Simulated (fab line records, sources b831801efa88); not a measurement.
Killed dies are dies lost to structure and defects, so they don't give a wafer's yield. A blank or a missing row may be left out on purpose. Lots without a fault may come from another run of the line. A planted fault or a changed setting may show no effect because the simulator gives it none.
Which tool did it? | flow gf180mcu | 24 lots, 72 wafers sampled, at 4 steps of a route of 602

WHAT THE GAUGES READ, wafer by wafer
GF_M3_OVL_MEAS_15.
lot  | measured     | on         | M3_OVL (nm)
L074 | day 21 08:40 | overlay-02 | -4 -8 -11
L075 | day 21 16:04 | overlay-02 | -8 -7 1
L076 | day 22 00:01 | overlay-01 | -6 -2 -2
L077 | day 22 12:04 | overlay-01 | 5 0 10
L078 | day 22 18:46 | overlay-02 | -3 -8 1
L079 | day 23 07:16 | overlay-01 | 10 10 9
L080 | day 23 16:15 | overlay-02 | -12 -11 -9
L081 | day 23 21:34 | overlay-01 | -6 -11 -7
L082 | day 24 07:19 | overlay-02 | 7 4 5
L083 | day 24 14:31 | overlay-02 | 2 6 3
L084 | day 24 23:25 | overlay-02 | -12 5 -3
L085 | day 25 10:43 | overlay-01 | 2 0 -8
L086 | day 25 17:50 | overlay-01 | -8 -12 -1
L087 | day 26 00:46 | overlay-01 | -2 0 -9
L088 | day 26 06:52 | overlay-02 | -7 -7 -5
L089 | day 26 09:49 | overlay-02 | -3 -2 0
L090 | day 26 23:37 | overlay-01 | 4 -3 7
L091 | day 27 01:19 | overlay-02 | 5 5 0
L092 | day 27 12:40 | overlay-01 | 1 12 11
L093 | day 27 16:48 | overlay-02 | -6 0 -6
L094 | day 27 21:16 | overlay-01 | 9 -1 5
L095 | day 28 06:16 | overlay-01 | -2 0 -3
L096 | day 28 12:58 | overlay-01 | 2 -8 -9
L097 | day 29 01:28 | overlay-02 | 4 -7 -4

GF_M4_OVL_MEAS_15.
lot  | measured     | on         | M4_OVL (nm)
L074 | day 23 11:03 | overlay-01 | 3 -2 -7
L075 | day 23 18:04 | overlay-02 | -8 -10 -11
L076 | day 24 01:19 | overlay-02 | 1 2 4
L077 | day 24 12:04 | overlay-01 | 3 -4 0
L078 | day 24 18:31 | overlay-02 | -13 -8 -13
L079 | day 25 05:36 | overlay-02 | 2 5 2
L080 | day 25 14:24 | overlay-01 | -3 -9 -7
L081 | day 25 20:10 | overlay-02 | 6 11 10
L082 | day 26 05:04 | overlay-01 | 3 -1 2
L083 | day 26 12:00 | overlay-01 | 2 -3 -1
L084 | day 26 20:55 | overlay-01 | -1 -7 -3
L085 | day 27 07:04 | overlay-02 | 9 3 4
L086 | day 27 14:36 | overlay-02 | -7 -5 -3
L087 | day 27 20:40 | overlay-02 | 2 -1 3
L088 | day 28 02:07 | overlay-01 | -5 -6 1
L089 | day 28 05:01 | overlay-01 | 1 6 1
L090 | day 28 17:46 | overlay-01 | -6 -5 4
L091 | day 28 19:24 | overlay-01 | 5 1 -5
L092 | day 29 06:19 | overlay-01 | -2 -6 -7
L093 | day 29 10:54 | overlay-01 | 6 10 11
L094 | day 29 14:15 | overlay-02 | -3 1 -2
L095 | day 29 23:37 | overlay-01 | 6 8 9
L096 | day 30 06:13 | overlay-01 | -8 -9 -6
L097 | day 30 17:30 | overlay-02 | -1 -2 3

GF_V4_OVL_MEAS_15.
lot  | measured     | on         | V4_OVL (nm)
L074 | day 24 10:43 | overlay-01 | -6 -7 -7
L075 | day 24 17:22 | overlay-01 | -1 -4 -5
L076 | day 25 01:19 | overlay-02 | -3 -8 -9
L077 | day 25 11:09 | overlay-02 | 1 3 5
L078 | day 25 16:49 | overlay-02 | 6 12 3
L079 | day 26 04:14 | overlay-02 | -7 -8 -7
L080 | day 26 12:21 | overlay-01 | 3 -1 -5
L081 | day 26 17:46 | overlay-01 | 2 1 -1
L082 | day 27 03:06 | overlay-01 | -4 4 -6
L083 | day 27 09:43 | overlay-01 | -3 -2 3
L084 | day 27 17:58 | overlay-01 | 1 6 10
L085 | day 28 04:40 | overlay-02 | -6 -10 0
L086 | day 28 11:28 | overlay-02 | -7 -6 -6
L087 | day 28 18:07 | overlay-02 | 1 8 1
L088 | day 28 22:37 | overlay-02 | -1 -4 -2
L089 | day 29 01:43 | overlay-01 | -9 -9 -5
L090 | day 29 13:39 | overlay-01 | 8 10 1
L091 | day 29 16:15 | overlay-02 | 3 6 1
L092 | day 30 02:28 | overlay-01 | 2 4 -3
L093 | day 30 07:18 | overlay-02 | -5 -3 -2
L094 | day 30 10:42 | overlay-02 | -2 -4 1
L095 | day 30 19:28 | overlay-02 | 4 -1 -2
L096 | day 31 01:52 | overlay-02 | -12 -10 -7
L097 | day 31 12:15 | overlay-01 | -1 -10 -5

WHICH TOOL RAN EACH LOT (tool, then ch and the chambers of the sampled wafers, then the start)
lot  | GF_M3_SPUTTER_04
L074 | pvd_sputter-02, day 20 08:12
L075 | pvd_sputter-02, day 20 16:27
L076 | pvd_sputter-04, day 21 00:06
L077 | pvd_sputter-04, day 21 12:10
L078 | pvd_sputter-02, day 21 19:20
L079 | pvd_sputter-04, day 22 08:04
L080 | pvd_sputter-04, day 22 17:34
L081 | pvd_sputter-02, day 22 22:49
L082 | pvd_sputter-03, day 23 09:22
L083 | pvd_sputter-02, day 23 16:41
L084 | pvd_sputter-02, day 24 01:50
L085 | pvd_sputter-02, day 24 13:23
L086 | pvd_sputter-02, day 24 20:46
L087 | pvd_sputter-04, day 25 03:53
L088 | pvd_sputter-02, day 25 10:17
L089 | pvd_sputter-02, day 25 12:29
L090 | pvd_sputter-02, day 26 02:59
L091 | pvd_sputter-02, day 26 05:04
L092 | pvd_sputter-04, day 26 15:58
L093 | pvd_sputter-03, day 26 21:18
L094 | pvd_sputter-02, day 27 01:03
L095 | pvd_sputter-04, day 27 10:26
L096 | pvd_sputter-03, day 27 17:07
L097 | pvd_sputter-04, day 28 05:52
- GF_M3_SPUTTER_04: material TiN, target thk 50 nm, time 43.74 s.

WHAT THE TOOLS THEMSELVES READ (means of the sampled wafers that have a number; where no wafer has one, the mark that the record gives instead)
GF_M3_SPUTTER_04.
lot  | tool           | throttle_valve_pct (%)
L074 | pvd_sputter-02 | 29.0
L075 | pvd_sputter-02 | 30.2
L076 | pvd_sputter-04 | 30.6
L077 | pvd_sputter-04 | 30.6
L078 | pvd_sputter-02 | 29.5
L079 | pvd_sputter-04 | 30.5
L080 | pvd_sputter-04 | 30.8
L081 | pvd_sputter-02 | 29.4
L082 | pvd_sputter-03 | 30.1
L083 | pvd_sputter-02 | 28.9
L084 | pvd_sputter-02 | 29.0
L085 | pvd_sputter-02 | 29.0
L086 | pvd_sputter-02 | 29.0
L087 | pvd_sputter-04 | 30.5
L088 | pvd_sputter-02 | 28.9
L089 | pvd_sputter-02 | 29.6
L090 | pvd_sputter-02 | 29.8
L091 | pvd_sputter-02 | 29.8
L092 | pvd_sputter-04 | 30.6
L093 | pvd_sputter-03 | 30.2
L094 | pvd_sputter-02 | 29.9
L095 | pvd_sputter-04 | 30.9
L096 | pvd_sputter-03 | 30.1
L097 | pvd_sputter-04 | 30.9

THE ANSWER, worked out from the rows above alone
Rule: what is usual is taken from the lots themselves. Put in order of their means at a reading, lots are off if they are a third of the lots or fewer, leave a main group of 4 or more, and stand apart from it by a gap of 3 or more times the standard deviation of the main group's means; of several such gaps the widest counts. A main group whose means are all the same, to the digits that the tables above print for the reading, isn't used. A lot without any number at a reading at which 4 lots or more have one is off too. The other lots that the step has rows for count as sound. The gauges are gone through in route order, then the tools' own readings, and for those a lot's mean is taken as printed above. The first step at which some lot is off is used, and at that step the reading that is off furthest; a lot without a number counts as furthest.
No lot is off at any reading shown: from this, nothing can be told.

WHAT THE SIMULATOR HAD PUT IN
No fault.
